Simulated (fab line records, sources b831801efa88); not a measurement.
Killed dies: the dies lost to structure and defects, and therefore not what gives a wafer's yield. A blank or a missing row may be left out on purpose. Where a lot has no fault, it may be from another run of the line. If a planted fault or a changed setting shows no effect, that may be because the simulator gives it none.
Which tool did it?	flow sky130	Sampling: 24 lots, 72 wafers, 5 of 708 route steps

## WHAT THE GAUGES SHOWED, per wafer
SKY_PWDE_OVL_MEAS_07.
lot	measured	on	PWDE_OVL (nm)
L074	day 3 21:16	overlay-01	-3.0 -3.1 -0.4
L075	day 4 03:13	overlay-02	-3.4 -0.1 -1.1
L076	day 4 07:07	overlay-02	-1.9 -1.7 -2.0
L077	day 4 11:25	overlay-02	-1.1 -2.1 -1.2
L078	day 4 18:49	overlay-02	-1.7 -2.3 -1.9
L079	day 4 22:02	overlay-01	0.0 1.3 -0.3
L080	day 5 08:31	overlay-02	0.8 -1.8 -1.5
L081	day 5 18:20	overlay-02	-0.5 -0.9 1.5
L082	day 5 21:04	overlay-02	-1.5 -0.2 -0.3
L083	day 6 00:49	overlay-01	-2.1 -0.7 0.2
L084	day 6 09:16	overlay-02	-0.4 -1.0 0.0
L085	day 6 09:37	overlay-01	-2.2 -0.3 -1.5
L086	day 6 20:43	overlay-02	-0.3 -1.9 -1.3
L087	day 6 21:43	overlay-01	1.3 0.1 -0.3
L088	day 7 02:31	overlay-02	-2.6 -3.3 -1.6
L089	day 7 09:58	overlay-02	-1.1 -1.6 -2.0
L090	day 7 10:31	overlay-01	-1.4 -0.2 -0.9
L091	day 7 16:34	overlay-01	0.9 0.9 -0.3
L092	day 7 22:38	overlay-01	-2.4 -2.5 -1.9
L093	day 8 08:40	overlay-01	-1.7 1.0 -0.7
L094	day 9 00:07	overlay-01	-1.6 -1.1 -0.3
L095	day 9 05:13	overlay-01	0.1 -0.1 2.2
L096	day 9 04:58	overlay-01	-1.3 0.0 0.1
L097	day 9 12:32	overlay-01	-0.1 0.0 0.0

SKY_SONOS_TUNNEL_OVL_MEAS_08.
lot	measured	on	SONOS_TUNNEL_OVL (nm)
L074	day 11 04:05	overlay-01	0.3 0.0 2.2
L075	day 11 12:08	overlay-02	1.1 1.2 1.6
L076	day 11 20:20	overlay-02	-0.7 -0.3 -0.8
L077	day 12 00:41	overlay-01	2.7 1.1 0.3
L078	day 12 12:17	overlay-02	1.0 0.2 1.7
L079	day 12 16:09	overlay-02	1.2 0.8 1.6
L080	day 13 10:20	overlay-01	0.1 1.3 0.3
L081	day 13 22:34	overlay-02	-0.9 -1.5 -2.0
L082	day 14 04:17	overlay-02	-1.2 1.9 1.9
L083	day 14 08:32	overlay-01	-0.3 -0.8 0.8
L084	day 14 19:53	overlay-01	1.1 0.1 0.0
L085	day 14 22:02	overlay-01	-3.0 -3.0 -2.1
L086	day 15 12:47	overlay-02	2.7 2.2 -0.1
L087	day 15 13:05	overlay-01	-0.1 1.4 -0.1
L088	day 15 22:47	overlay-01	1.3 0.5 0.4
L089	day 16 10:39	overlay-02	0.9 1.9 2.0
L090	day 16 11:38	overlay-02	-0.2 -1.5 -0.9
L091	day 16 21:20	overlay-02	-2.0 0.0 -1.0
L092	day 17 05:15	overlay-02	0.7 2.2 1.7
L093	day 17 21:20	overlay-01	-2.8 -0.9 1.2
L094	day 18 19:20	overlay-01	-2.6 -0.6 0.2
L095	day 19 02:17	overlay-02	0.6 0.3 1.9
L096	day 19 01:20	overlay-02	-1.7 -3.0 -2.9
L097	day 19 14:30	overlay-01	1.7 -0.5 -0.2

SKY_POLY_GATE_THK_MEAS_01.
lot	measured	on	POLY_GATE_CVD_00_THK (nm)
L074	day 13 18:27	filmMetro-03	179.1 178.6 179.2
L075	day 14 05:24	filmMetro-03	181.1 181.0 179.5
L076	day 14 14:14	filmMetro-03	178.6 180.0 179.5
L077	day 14 20:02	filmMetro-04	182.1 181.4 182.2
L078	day 15 06:55	filmMetro-04	178.3 179.4 178.5
L079	day 15 11:44	filmMetro-04	182.5 181.4 181.9
L080	day 16 05:11	filmMetro-03	175.7 176.7 177.6
L081	day 16 17:43	filmMetro-03	179.2 179.7 180.0
L082	day 17 00:22	filmMetro-02	180.7 181.5 180.6
L083	day 17 05:22	filmMetro-03	179.3 179.4 181.4
L084	day 17 17:29	filmMetro-02	179.5 178.8 180.2
L085	day 17 20:11	filmMetro-03	181.4 182.9 181.4
L086	day 18 09:51	filmMetro-02	179.7 178.9 179.0
L087	day 18 11:23	filmMetro-04	177.2 175.0 177.0
L088	day 18 23:58	filmMetro-04	179.7 181.6 179.5
L089	day 19 13:15	filmMetro-04	180.4 182.0 180.7
L090	day 19 12:02	filmMetro-04	179.0 178.9 179.3
L091	day 19 22:05	filmMetro-02	177.2 178.6 178.3
L092	day 20 05:34	filmMetro-03	183.3 183.8 183.3
L093	day 21 00:18	filmMetro-02	180.1 181.6 180.4
L094	day 21 19:30	filmMetro-03	180.7 179.7 179.7
L095	day 22 05:20	filmMetro-04	182.6 184.3 184.0
L096	day 22 06:32	filmMetro-04	178.8 178.4 179.8
L097	day 22 14:16	filmMetro-04	179.3 180.0 181.5

SKY_LDD_P_CD_MEAS_07 targets a cd of 380 nm.
lot	measured	on	cdNm (nm)
L074	day 18 18:25	cdSem-01	375.1 376.8 377.3
L075	day 19 04:08	cdSem-01	383.4 381.9 380.0
L076	day 19 19:07	cdSem-01	378.0 378.5 380.3
L077	day 20 03:01	cdSem-02	383.8 383.8 384.6
L078	day 20 09:50	cdSem-02	380.4 380.7 379.5
L079	day 20 18:59	cdSem-01	379.7 378.4 378.4
L080	day 21 11:50	cdSem-01	378.9 379.4 378.3
L081	day 22 03:58	cdSem-01	376.5 376.4 378.0
L082	day 22 08:50	cdSem-02	375.4 378.8 376.3
L083	day 22 14:28	cdSem-02	380.9 378.5 379.0
L084	day 23 03:16	cdSem-02	380.3 382.0 381.6
L085	day 23 08:52	cdSem-02	380.7 381.8 379.8
L086	day 23 19:58	cdSem-01	377.0 375.5 375.8
L087	day 23 22:37	cdSem-01	380.3 378.1 380.4
L088	day 24 09:44	cdSem-01	377.3 375.2 378.5
L089	day 25 00:31	cdSem-01	381.1 380.6 379.9
L090	day 25 01:17	cdSem-01	380.5 382.8 380.8
L091	day 25 08:25	cdSem-02	381.4 381.6 381.0
L092	day 25 14:24	cdSem-01	377.9 375.7 381.8
L093	day 26 06:08	cdSem-01	381.5 384.6 382.6
L094	day 27 00:38	cdSem-02	377.4 376.8 376.4
L095	day 27 11:13	cdSem-02	379.8 378.2 381.0
L096	day 27 13:01	cdSem-01	380.3 379.2 379.3
L097	day 27 21:40	cdSem-02	381.6 379.1 379.4

## WHICH TOOL RAN EACH LOT (tool, then ch and the chambers of the sampled wafers, then the start)
lot	SKY_FIELD_ISO_STRIP_16
L074	plasmaAsher-04 ch 1, day 2 07:11
L075	plasmaAsher-04 ch 0,1, day 2 10:26
L076	plasmaAsher-04 ch 0,1, day 2 15:14
L077	plasmaAsher-03 ch 0,1, day 2 21:17
L078	plasmaAsher-03 ch 0,1, day 3 02:17
L079	plasmaAsher-02 ch 0,1, day 3 06:17
L080	plasmaAsher-04 ch 1, day 3 12:47
L081	plasmaAsher-03 ch 0,1, day 3 16:58
L082	plasmaAsher-02 ch 0,1, day 3 21:44
L083	plasmaAsher-04 ch 0,1, day 4 03:05
L084	plasmaAsher-04 ch 0,1, day 4 10:29
L085	plasmaAsher-02 ch 0,1, day 4 15:20
L086	plasmaAsher-02 ch 0, day 4 18:29
L087	plasmaAsher-02 ch 0,1, day 4 23:38
L088	plasmaAsher-03 ch 0,1, day 5 07:44
L089	plasmaAsher-04 ch 0,1, day 5 11:29
L090	plasmaAsher-02 ch 0,1, day 5 15:32
L091	plasmaAsher-04 ch 0, day 5 21:20
L092	plasmaAsher-03 ch 0,1, day 6 03:04
L093	plasmaAsher-03 ch 0,1, day 6 07:23
L094	plasmaAsher-04 ch 0,1, day 6 13:05
L095	plasmaAsher-04 ch 0,1, day 6 17:56
L096	plasmaAsher-03 ch 0,1, day 6 23:50
L097	plasmaAsher-02 ch 0,1, day 7 03:37
- SKY_FIELD_ISO_STRIP_16: strips in O2/N2.

## WHAT THE TOOLS THEMSELVES READ (means of the sampled wafers that have a number; where no wafer has one, the mark that the record gives instead)
SKY_FIELD_ISO_STRIP_16.
lot	tool	drypumpMotorCurrentA (A)	n2FlowSccm (sccm)	oesProductAu (a.u.)	stripTimeToEndpointS (s)
L074	plasmaAsher-04	5.18	299.1	0.379	3.54
L075	plasmaAsher-04	5.01	299.7	0.379	3.59
L076	plasmaAsher-04	5.02	299.4	0.376	3.56
L077	plasmaAsher-03	5.31	300.5	0.375	3.56
L078	plasmaAsher-03	5.33	300.9	0.381	3.52
L079	plasmaAsher-02	5.28	300.1	0.379	3.54
L080	plasmaAsher-04	5.18	300.5	0.373	3.55
L081	plasmaAsher-03	5.26	300.4	0.377	3.57
L082	plasmaAsher-02	5.18	299.9	0.382	3.55
L083	plasmaAsher-04	5.10	299.9	0.382	3.55
L084	plasmaAsher-04	5.11	299.7	0.380	3.57
L085	plasmaAsher-02	5.29	300.0	0.384	3.54
L086	plasmaAsher-02	5.07	299.7	0.381	3.55
L087	plasmaAsher-02	5.19	300.3	0.375	3.58
L088	plasmaAsher-03	5.31	299.9	0.378	3.54
L089	plasmaAsher-04	5.10	299.9	0.377	3.53
L090	plasmaAsher-02	5.31	299.7	0.380	3.54
L091	plasmaAsher-04	4.92	299.3	0.373	3.54
L092	plasmaAsher-03	5.25	299.7	0.375	3.52
L093	plasmaAsher-03	5.34	299.9	0.376	3.54
L094	plasmaAsher-04	5.10	300.2	0.379	3.54
L095	plasmaAsher-04	5.11	299.9	0.378	3.53
L096	plasmaAsher-03	5.26	299.3	0.375	3.52
L097	plasmaAsher-02	5.21	299.7	0.378	3.57

## THE ANSWER, worked out from the rows above alone
Rule: the usual values come from the lots themselves. Put in order of their means at a reading, lots are off if they are a third of the lots or fewer, leave a main group of 4 or more, and stand apart from it by a gap of 3 or more times the standard deviation of the main group's means; of several such gaps the widest counts. A main group whose means are all the same, to the digits that the tables above print for the reading, isn't used. A lot without any number at a reading at which 4 lots or more have one is off too. The other lots that the step has rows for count as sound. After the gauges, taken in route order, come the tools' own readings; for these a lot's mean is taken, as printed above. The first step at which some lot is off is used, and at that step the reading that is off furthest; a lot without a number counts as furthest.
No lot is off at any reading shown: from this, nothing can be told.

## WHAT THE SIMULATOR HAD INSERTED
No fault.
